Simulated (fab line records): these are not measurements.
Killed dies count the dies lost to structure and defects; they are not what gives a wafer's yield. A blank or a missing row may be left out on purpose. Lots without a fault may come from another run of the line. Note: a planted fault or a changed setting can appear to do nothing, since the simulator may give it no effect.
Which tool did it? | flow gf180mcu | 7 lots, 21 wafers sampled, at 1 step of a route of 602

WHAT EACH GAUGE READ, for each wafer
GF_NSD_OVL_MEAS_08.
lot  | measured     | on         | NSD_OVL (nm)
L775 | day 13 14:06 | overlay-02 | -0.9 -1.7 0.0
L777 | day 14 05:54 | overlay-02 | -0.6 -1.2 -2.9
L779 | day 15 01:08 | overlay-02 | -0.4 -0.6 -1.1
L781 | day 15 16:23 | overlay-02 | -1.7 -0.6 2.1
L785 | day 17 04:58 | overlay-02 | -1.0 -1.0 -0.4
L795 | day 20 17:08 | overlay-02 | 0.2 0.8 2.2
L797 | day 21 11:23 | overlay-01 | 1.4 0.8 2.4

EACH LOT AND THE TOOL THAT RAN IT (in order: tool; ch and the chambers of the sampled wafers; start)
Record: no process step prior to these readings.

THE ANSWER, worked out from the rows above alone
Rule: the usual values come from the lots themselves. The widest of any qualifying gaps counts: lots, ordered by their means at a reading, are off when they make up no more than a third of the lots, leave a main group of 4 or more, and stand apart from it by 3 or more times the standard deviation of that group's means. A main group whose means are all the same, to the digits that the tables above print for the reading, isn't used. A lot without any number at a reading at which 4 lots or more have one is off too. All remaining lots with rows at the step are treated as sound.
None of the lots is off at any reading shown; this tells nothing.

WHAT HAD BEEN PUT IN BY THE SIMULATOR
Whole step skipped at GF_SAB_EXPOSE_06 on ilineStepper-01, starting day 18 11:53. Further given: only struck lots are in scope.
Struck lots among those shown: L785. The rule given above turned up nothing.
